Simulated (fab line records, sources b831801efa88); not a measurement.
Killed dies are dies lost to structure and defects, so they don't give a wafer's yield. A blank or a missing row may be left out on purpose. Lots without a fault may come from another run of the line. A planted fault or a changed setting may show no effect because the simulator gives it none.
Chamber matching | flow gf180mcu | GF_PASSIVATION_CVD_02 on pecvd-01: 3 sister chambers
The step deposits Si3N4, target thk 700 nm, time 486.18 s. 6 wafers are shown with their chamber, then 7 later ones without.

WAFERS WITH THEIR CHAMBER
wafer  | chamber | heater_power_w (W)
L336.3 | 0       | 704
L337.1 | 2       | 797
L337.3 | 0       | 700
L337.5 | 2       | 623
L338.2 | 1       | 895
L338.4 | 1       | 751

WAFERS WITHOUT THEIR CHAMBER
wafer  | heater_power_w (W)
L338.5 | 736
L341.2 | 859
L341.3 | 776
L341.6 | 615
L342.2 | 706
L342.3 | 786
L342.4 | 778

WHICH CHAMBER EACH WENT THROUGH
wafer  | from the rows above          | in truth
L338.5 | can't be placed: 2 or 0 or 1 | 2
L341.2 | can't be placed: 1 or 2 or 0 | 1
L341.3 | can't be placed: 1 or 2 or 0 | 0
L341.6 | can't be placed: 0 or 2 or 1 | 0
L342.2 | can't be placed: 0 or 2 or 1 | 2
L342.3 | can't be placed: 1 or 2 or 0 | 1
L342.4 | can't be placed: 1 or 2 or 0 | 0
Placed correctly: 0 of 7. Can't be placed from these rows: 7 (the true chamber is among the candidates in 7). Placed wrongly: 0.
How it was worked out, from the rows above alone: a wafer's distance from a chamber is the root of the sum, over the readings, of the square of ((its reading less the chamber's mean) divided by the reading's scatter). The wafer belongs to the nearest chamber; if the next one is less than 2 further off, it can't be placed. A chamber's mean is the mean of its shown wafers. The scatter: the root of (the sum of the squares of (reading less its chamber's mean) over the shown wafers, divided by (wafers less chambers)).
